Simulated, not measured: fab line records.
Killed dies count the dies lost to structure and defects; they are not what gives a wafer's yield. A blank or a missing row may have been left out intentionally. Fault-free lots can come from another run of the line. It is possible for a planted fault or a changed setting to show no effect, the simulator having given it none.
fab line records    flow sky130
record lots=10  wafers=29  last-day=50
route steps=708 shown VIA1@470 METAL3@566 METAL4@599 CAP2M@605
lots that met no fault: from a run of the same line without faults
start-h: hours from the record's first day to the start of the lot's first wafer shown    wait-h: time in hours since the lot's previous step    " as in the row above    L1.1+2: a single row standing in for several wafers    - no value present, or no start provided    * or withheld: withheld    < > ~ a bound
route shown NAME@n: NAME is a module with steps in the file, n the number in the route of the first one    usual: mean/standard deviation of fault-free wafers    same: alike in all rows    chamber/n: place in a boat    sites: readings site by site    _std_site: how widely they spread, as a standard deviation    _edge_site: the outer-site mean with the inner-site mean subtracted    radius-mm: how far each site lies from the wafer's centre    mask NAME#n: copy n    behind: the tool/chamber that last shaped the wafer    hold: what put the lot on hold/how long, in hours/how the hold closed    device: the transistor (n, p or np) that didn't switch    end of line: the route-end tests of the same wafers    a step given without rows: its recipe and nothing more    killed: dies that structure and defects cost at the first sort, which is not the same as the wafer's yield    map: a wafer's dies, marking killed ones x, the rest . and places with no die _
set.NAME: the setting the step ran with; set.NAME@STEP: the setting that earlier step ran with    model.NAME: the simulator's own value behind a step, which no gauge read
steps of the route over a sample of lots; a table a step, a row a wafer
services: a tool's chamber out of use, with start hour (start-h, from the record's first day; less than 0 if before it), hours out, and reason
## steps
# step SKY_VIA1_CD_MEAS_12
# recipe target-cd-nm=150
# usual cd-nm=149.8/1.6
lot.wafer  tool       chamber  start-h  wait-h  cd-nm
L742.2     cd-sem-02  -        799.94   -       149.8
L742.3     "          -        "        "       148.2
L742.6     "          -        "        "       149.4
L743.3     cd-sem-01  -        806.31   -       150.2
L743.4     "          -        "        "       150.6
L743.5     "          -        "        "       150.3
L744.1     cd-sem-02  -        809.92   -       148.9
L744.3     "          -        "        "       149.0
L744.4     "          -        "        "       149.1
L750.1     cd-sem-02  -        852.97   -       149.3
L750.3     "          -        "        "       149.6
L750.5     "          -        "        "       150.0
L752.1     cd-sem-02  -        870.82   -       150.8
L752.2     "          -        "        "       149.5
L752.4     "          -        "        "       151.6
L754.2     cd-sem-02  -        887.54   -       149.3
L754.3     "          -        "        "       147.5
L754.6     "          -        "        "       149.6
L755.2     cd-sem-02  -        894.53   -       149.7
L755.4     "          -        "        "       152.0
L755.5     "          -        "        "       151.4
L762.1     cd-sem-02  -        944.62   -       150.3
L762.2     "          -        "        "       149.1
L762.6     "          -        "        "       151.2
L763.2     cd-sem-01  -        949.59   -       150.0
L763.3     "          -        "        "       149.9
L765.2     cd-sem-02  -        957.29   -       149.8
L765.3     "          -        "        "       149.0
L765.4     "          -        "        "       150.7
# step SKY_METAL3_ETCH_16
# recipe chemistry=N2/H2  target=BARC  ion-energy-ev=200  bias-w=100  pressure-mtorr=30  n2-flow-sccm=100  h2-flow-sccm=200  icp-w=500  stop-on=SiO2  time-s=88.2  target-depth-a=600
# usual drypump-motor-current-A=5.8/0.48  oes-product-au=0.625/0.0046  throttle-valve-pct=13.205/0.0093
lot.wafer  tool          chamber  start-h  wait-h  drypump-motor-current-A  oes-product-au  rf-hours-counter-h  throttle-valve-pct
L742.2     rie-metal-02  0        908.92   0.1     5.8                      0.630           -                   13.187
L742.3     "             0        "        "       5.8                      0.631           -                   13.203
L742.6     "             0        "        "       5.8                      0.620           -                   13.203
L743.3     rie-metal-04  0        916.18   0.0     6.3                      0.627           -                   13.208
L743.4     "             1        "        "       5.5                      0.625           -                   13.217
L743.5     "             0        "        "       6.4                      0.627           -                   13.210
L744.1     rie-metal-04  1        918.76   0.0     5.5                      0.620           2                   13.210
L744.3     "             0        "        "       6.4                      0.627           -                   13.193
L744.4     "             1        "        "       5.5                      0.631           -                   13.201
L750.1     rie-metal-01  0        960.41   0.0     6.2                      0.627           19                  13.209
L750.3     "             0        "        "       6.2                      0.633           -                   13.223
L750.5     "             0        "        "       6.2                      0.620           -                   13.213
L752.1     rie-metal-04  0        976.56   0.0     6.4                      0.626           18                  13.208
L752.2     "             1        "        "       5.5                      0.623           5                   13.193
L752.4     "             1        "        "       5.5                      0.624           -                   13.182
L754.2     rie-metal-02  0        991.16   0.0     5.8                      0.622           19                  13.212
L754.3     "             0        "        "       5.8                      0.617           -                   13.208
L754.6     "             1        "        "       6.2                      0.627           -                   13.194
L755.2     rie-metal-04  0        995.91   0.0     6.4                      0.623           19                  13.209
L755.4     "             0        "        "       6.4                      0.616           -                   13.226
L755.5     "             1        "        "       5.5                      0.616           -                   13.199
L762.1     rie-metal-04  0        1042.51  0.0     6.4                      0.624           2                   13.205
L762.2     "             1        "        "       5.5                      0.617           8                   13.210
L762.6     "             0        "        "       6.4                      0.621           -                   13.215
L763.2     rie-metal-04  0        1047.01  0.0     6.4                      0.621           2                   13.200
L763.3     "             0        "        "       6.4                      0.622           -                   13.196
L765.2     rie-metal-02  1        1055.26  0.0     6.3                      0.623           18                  13.210
L765.3     "             1        "        "       6.3                      0.625           -                   13.218
L765.4     "             0        "        "       5.8                      0.624           -                   13.216
# step SKY_METAL4_SPUTTER_01
# recipe material=TiN  target-thk-nm=20  power-w=6500  time-s=16.7  chamber-pressure-pa=0.4
# usual cathode-dc-power-W=6499.9/1.2  throttle-valve-pct=30.1/0.69
lot.wafer  tool            chamber  start-h  wait-h  cathode-dc-power-W  throttle-valve-pct
L742.2     pvd-sputter-01  -        936.46   0.0     6499.3              29.0
L742.3     "               -        "        "       6498.9              30.3
L742.6     "               -        "        "       6501.8              28.9
L743.3     pvd-sputter-02  -        944.53   0.0     6497.5              30.2
L743.4     "               -        "        "       6501.2              30.1
L743.5     "               -        "        "       6498.2              31.3
L744.1     pvd-sputter-04  -        945.81   0.0     6498.5              29.6
L744.3     "               -        "        "       6500.1              30.6
L744.4     "               -        "        "       6503.1              30.7
L750.1     pvd-sputter-01  -        987.31   0.0     6500.7              31.3
L750.3     "               -        "        "       6497.9              29.5
L750.5     "               -        "        "       6501.7              31.1
L752.1     pvd-sputter-04  -        1002.84  0.0     6500.2              29.4
L752.2     "               -        "        "       6498.7              30.7
L752.4     "               -        "        "       6501.1              29.7
L754.2     pvd-sputter-01  -        1016.46  0.0     6499.8              30.2
L754.3     "               -        "        "       6497.4              31.2
L754.6     "               -        "        "       6498.1              30.4
L755.2     pvd-sputter-01  -        1021.40  0.0     6498.7              30.3
L755.4     "               -        "        "       6500.5              31.3
L755.5     "               -        "        "       6500.5              31.5
L762.1     pvd-sputter-02  -        1067.44  0.0     6496.6              30.3
L762.2     "               -        "        "       6501.3              30.5
L762.6     "               -        "        "       6500.2              30.5
L763.2     pvd-sputter-04  -        1071.71  0.0     6498.3              29.7
L763.3     "               -        "        "       6500.2              29.9
L765.2     pvd-sputter-04  -        1079.72  0.0     6499.8              29.7
L765.3     "               -        "        "       6502.5              29.9
L765.4     "               -        "        "       6498.8              30.8
# step SKY_CAP2M_SPUTTER_02
# recipe material=TiN  target-thk-nm=200  temp-c=300  power-w=6500  time-s=166.7  chamber-pressure-pa=0.4
# usual cathode-dc-power-W=6500.1/1.3  throttle-valve-pct=30.5/0.96
lot.wafer  tool            chamber  start-h  wait-h  cathode-dc-power-W  throttle-valve-pct
L742.2     pvd-sputter-03  -        936.68   0.0     6499.8              31.7
L742.3     "               -        "        "       6501.4              29.5
L742.6     "               -        "        "       6501.4              28.9
L743.3     pvd-sputter-01  -        944.75   0.0     6498.2              30.4
L743.4     "               -        "        "       6499.2              31.3
L743.5     "               -        "        "       6498.3              28.8
L744.1     pvd-sputter-02  -        946.02   0.1     6500.4              30.1
L744.3     "               -        "        "       6501.4              31.2
L744.4     "               -        "        "       6500.5              30.6
L750.1     pvd-sputter-03  -        987.56   0.1     6501.4              32.2
L750.3     "               -        "        "       6498.7              30.0
L750.5     "               -        "        "       6499.5              32.0
L752.1     pvd-sputter-02  -        1003.06  0.1     6502.7              30.0
L752.2     "               -        "        "       6497.8              31.0
L752.4     "               -        "        "       6497.9              30.2
L754.2     pvd-sputter-02  -        1016.69  0.0     6500.6              31.2
L754.3     "               -        "        "       6499.5              30.4
L754.6     "               -        "        "       6499.3              31.0
L755.2     pvd-sputter-03  -        1021.61  0.0     6499.4              30.0
L755.4     "               -        "        "       6501.0              31.9
L755.5     "               -        "        "       6501.8              30.0
L762.1     pvd-sputter-01  -        1067.65  0.1     6498.5              31.4
L762.2     "               -        "        "       6501.2              29.1
L762.6     "               -        "        "       6500.7              28.8
L763.2     pvd-sputter-03  -        1071.92  0.0     6180.6              31.8
L763.3     "               -        "        "       6183.0              29.1
L765.2     pvd-sputter-03  -        1079.93  0.0     6184.1              28.8
L765.3     "               -        "        "       6180.7              31.9
L765.4     "               -        "        "       6180.4              29.9
# step SKY_CAP2M_RS_MEAS_03
# recipe thk-meas-gauge=four-point-probe  reads=TiN_of_CAP2M_SPUTTER_02
# usual CAP2M_TIN_RS=6.87/0.073
lot.wafer  tool           chamber  start-h  wait-h  CAP2M_TIN_RS[ohm/sq]
L742.2     film-metro-01  -        936.81   0.1     6.91
L742.3     "              -        "        "       6.88
L742.6     "              -        "        "       6.86
L743.3     film-metro-04  -        944.90   0.1     7.10
L743.4     "              -        "        "       6.90
L743.5     "              -        "        "       7.03
L744.1     film-metro-04  -        946.13   0.1     6.92
L744.3     "              -        "        "       6.89
L744.4     "              -        "        "       6.85
L750.1     film-metro-04  -        987.67   0.1     6.91
L750.3     "              -        "        "       6.90
L750.5     "              -        "        "       6.86
L752.1     film-metro-04  -        1003.17  0.1     6.95
L752.2     "              -        "        "       6.91
L752.4     "              -        "        "       6.94
L754.2     film-metro-03  -        1016.82  0.1     6.96
L754.3     "              -        "        "       6.94
L754.6     "              -        "        "       6.88
L755.2     film-metro-04  -        1021.74  0.1     6.81
L755.4     "              -        "        "       6.90
L755.5     "              -        "        "       6.85
L762.1     film-metro-04  -        1067.76  0.1     6.87
L762.2     "              -        "        "       6.87
L762.6     "              -        "        "       6.87
L763.2     film-metro-01  -        1072.05  0.1     7.19
L763.3     "              -        "        "       7.21
L765.2     film-metro-04  -        1080.06  0.1     7.29
L765.3     "              -        "        "       7.31
L765.4     "              -        "        "       7.35
# step SKY_CAP2M_THK_MEAS_04
# recipe thk-meas-gauge=xrf  reads=TiN_of_CAP2M_SPUTTER_02
# usual CAP2M_TIN_THK=201.6/2.3
lot.wafer  tool           chamber  start-h  wait-h  CAP2M_TIN_THK[nm]
L742.2     film-metro-01  -        936.92   0.1     201.6
L742.3     "              -        "        "       201.7
L742.6     "              -        "        "       201.6
L743.3     film-metro-04  -        945.00   0.1     195.0
L743.4     "              -        "        "       201.3
L743.5     "              -        "        "       196.7
L744.1     film-metro-04  -        946.25   0.1     202.0
L744.3     "              -        "        "       200.6
L744.4     "              -        "        "       202.0
L750.1     film-metro-04  -        987.79   0.1     201.3
L750.3     "              -        "        "       201.9
L750.5     "              -        "        "       202.5
L752.1     film-metro-04  -        1003.29  0.1     200.2
L752.2     "              -        "        "       201.4
L752.4     "              -        "        "       201.4
L754.2     film-metro-03  -        1016.93  0.1     197.5
L754.3     "              -        "        "       198.5
L754.6     "              -        "        "       200.1
L755.2     film-metro-04  -        1021.85  0.1     202.0
L755.4     "              -        "        "       200.9
L755.5     "              -        "        "       201.7
L762.1     film-metro-04  -        1067.88  0.1     200.7
L762.2     "              -        "        "       201.3
L762.6     "              -        "        "       201.7
L763.2     film-metro-01  -        1072.16  0.1     193.7
L763.3     "              -        "        "       193.4
L765.2     film-metro-04  -        1080.17  0.1     189.1
L765.3     "              -        "        "       190.0
L765.4     "              -        "        "       188.6
# step SKY_CAP2M_METAL_ETCH_13
# recipe target-depth-nm=220  stop-on=SiO2  chemistry=Cl2/BCl3  target=TiN  pressure-mtorr=10  icp-w=900  bias-w=48.5  Cl2_flow_sccm=60  bcl3-flow-sccm=30  time-s=62.9
# usual drypump-motor-current-A=5.6/0.48  oes-product-au=0.945/0.0076  throttle-valve-pct=21.900/0.01
lot.wafer  tool          chamber  start-h  wait-h  drypump-motor-current-A  oes-product-au  rf-hours-counter-h  throttle-valve-pct
L742.2     rie-metal-03  1        960.91   0.0     5.5                      0.940           4                   21.906
L742.3     "             0        "        "       4.9                      0.943           -                   21.888
L742.6     "             0        "        "       4.9                      0.941           -                   21.909
L743.3     rie-metal-03  0        969.23   0.0     4.9                      0.928           -                   21.911
L743.4     "             1        "        "       5.5                      0.937           -                   21.898
L743.5     "             0        "        "       4.9                      0.931           -                   21.912
L744.1     rie-metal-02  1        969.93   0.0     6.2                      0.941           14                  21.927
L744.3     "             1        "        "       6.2                      0.939           -                   21.910
L744.4     "             0        "        "       5.8                      0.943           -                   21.904
L750.1     rie-metal-04  1        1010.43  0.0     5.5                      0.937           6                   21.894
L750.3     "             1        "        "       5.5                      0.941           -                   21.896
L750.5     "             1        "        "       5.5                      0.951           -                   21.883
L752.1     rie-metal-02  0        1025.50  0.0     5.8                      0.936           21                  21.898
L752.2     "             1        "        "       6.3                      0.942           16                  21.896
L752.4     "             0        "        "       5.8                      0.930           -                   21.921
L754.2     rie-metal-03  0        1038.94  0.0     4.9                      0.937           20                  21.894
L754.3     "             1        "        "       5.5                      0.940           -                   21.895
L754.6     "             1        "        "       5.5                      0.951           -                   21.905
L755.2     rie-metal-04  0        1044.14  0.0     6.3                      0.950           2                   21.893
L755.4     "             0        "        "       6.4                      0.945           -                   21.897
L755.5     "             0        "        "       6.4                      0.951           -                   21.893
L762.1     rie-metal-03  1        1088.86  0.0     5.5                      0.955           12                  21.873
L762.2     "             0        "        "       4.9                      0.943           24                  21.886
L762.6     "             0        "        "       4.9                      0.942           -                   21.902
L763.2     rie-metal-03  1        1093.20  0.0     5.5                      0.913           12                  21.916
L763.3     "             1        "        "       5.5                      0.925           -                   21.913
L765.2     rie-metal-02  1        1100.61  0.0     6.3                      0.914           -                   21.925
L765.3     "             1        "        "       6.2                      0.910           -                   21.920
L765.4     "             1        "        "       6.2                      0.905           -                   21.918
## services
tool            chamber  start-h  hours  kind
rie-metal-02    1        901.18   13.8   repair
pvd-sputter-04  -        929.41   5.0    repair
pvd-sputter-02  -        934.72   4.6    repair
pvd-sputter-03  -        938.87   11.2   repair
rie-metal-03    -        939.76   9.0    repair
rie-metal-01    -        944.82   4.3    pm
rie-metal-01    -        970.23   0.5    repair
pvd-sputter-03  -        988.03   3.4    repair
rie-metal-04    0        1008.58  -      clean
rie-metal-04    0        1008.58  16.9   scheduled-down
rie-metal-04    0        1008.58  16.9   vent-cycle
rie-metal-02    -        1010.25  14.6   pm
rie-metal-04    -        1013.40  0.1    repair
rie-metal-04    1        1019.89  15.9   repair
pvd-sputter-04  -        1020.62  0.9    repair
pvd-sputter-03  -        1052.32  6.8    repair
pvd-sputter-01  2        1064.88  -      consumable-replace:kit
pvd-sputter-01  2        1064.88  18.0   scheduled-down
pvd-sputter-01  2        1064.88  18.0   vent-cycle
pvd-sputter-03  -        1085.42  2.2    repair
rie-metal-02    0        1093.71  -      clean
rie-metal-02    0        1093.71  23.3   scheduled-down
rie-metal-02    0        1093.71  23.3   vent-cycle
rie-metal-03    -        1096.68  0.3    repair
## key
first-sign step=SKY_CAP2M_SPUTTER_02  reading=cathode-dc-power-W  direction=down  sigmas=99+  usual=6500.1  struck=6181.7
effect step=SKY_CAP2M_RS_MEAS_03  reading=CAP2M_TIN_RS  direction=up  sigmas=5.5  usual=6.87  struck=7.27
effect step=SKY_CAP2M_THK_MEAS_04  reading=CAP2M_TIN_THK  direction=down  sigmas=4.7  usual=201.6  struck=191.0
effect step=SKY_CAP2M_METAL_ETCH_13  reading=oes-product-au  direction=down  sigmas=4.1  usual=0.945  struck=0.913
met-at SKY_CAP2M_SPUTTER_02
struck-lots L763,L765
not-acting-at SKY_VIA1_CD_MEAS_12,SKY_METAL3_ETCH_16,SKY_METAL4_SPUTTER_01
onset-between 1021.61 1071.92
fault kind=process-parameter-drift  tool=pvd-sputter-03  chamber=-  onset-h=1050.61  steps=SKY_CAP2M_SPUTTER_02  channel=power-w  offset=*  shape=step  end-h=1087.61  acts-in=*  stated=*
